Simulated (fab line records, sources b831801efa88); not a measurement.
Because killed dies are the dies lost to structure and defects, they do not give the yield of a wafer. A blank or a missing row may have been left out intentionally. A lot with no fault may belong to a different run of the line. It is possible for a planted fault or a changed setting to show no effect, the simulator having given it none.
The same fault as seen by 2 desks ; flow gf180mcu ; numbers are kept per desk, each desk with only its own; the story behind them comes last

== THE METROLOGY DESK ==
What the gauges read for every lot (on any tool): the sampled wafers with a number, averaged. A lot is out of limits, marked OUT, if its mean lies more than 4 standard deviations from the usual mean; the brackets give that distance.
Columns: A = cd-nm at GF_SAB_CD_MEAS_09, usual 420.2 nm; B = SAB_OVL at GF_SAB_OVL_MEAS_10, usual -0.8 nm; C = SALICIDE_TIN_RS at GF_SALICIDE_RS_MEAS_04, usual 16.33 ohm/sq
lot;first seen here;A;B;C
L342;day 16 12:00;417.9;-1.3;16.12
L350;day 19 06:23;418.0;-0.9;16.45
L354;day 20 19:29;419.1;-1.4;16.30
L356;day 21 11:52;420.7;0.2;16.46
L361;day 23 05:35;419.4;-2.2;16.19
This desk's finding: nothing out of limits on any of the 5 lots.

== AT THE TOOL OWNER'S DESK: pvd-sputter-03 ==
The tool's own readings at GF_SALICIDE_SPUTTER_03 (material TiN, target thk 20 nm, time 16.7 s): means of the sampled wafers that have a number, for each lot that ran on this tool. A lot is out of limits, marked OUT, if its mean lies more than 4 standard deviations from the usual mean; the brackets give that distance.
Columns: A = chamber-pressure-pa at GF_SALICIDE_SPUTTER_03, usual 0.4001 Pa; B = throttle-valve-pct at GF_SALICIDE_SPUTTER_03, usual 30.1 %
lot;first seen here;A;B
L342;day 16 12:30;0.4001;29.7
L350;day 19 07:04;0.3840 (-17) OUT;30.2
L361;day 23 06:06;0.4014;31.3
This desk's verdict: out of limits on L350, starting with L350 at day 19 07:04 (chamber-pressure-pa at GF_SALICIDE_SPUTTER_03). L342, L361: within limits.

== BROUGHT TOGETHER ==
At day 19 07:04, on L350, the tool owner's desk was in a position to raise an alarm.
From the metrology desk's view, nothing was out of limits.
The metrology desk has L350 on record, within its limits.
All the named lots went through GF_SALICIDE_SPUTTER_03 on pvd-sputter-03.

== WHAT THE SIMULATOR HAD INSERTED ==
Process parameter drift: pvd-sputter-03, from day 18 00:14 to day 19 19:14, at GF_SALICIDE_SPUTTER_03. The setting chamber-pressure-pa was moved by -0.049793, starting from 0.4. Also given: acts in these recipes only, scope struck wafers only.
Shown lots that were struck: L350.
How many hours passed from the start of the fault until each desk's first out-of-limits reading: the tool owner's desk, 31.
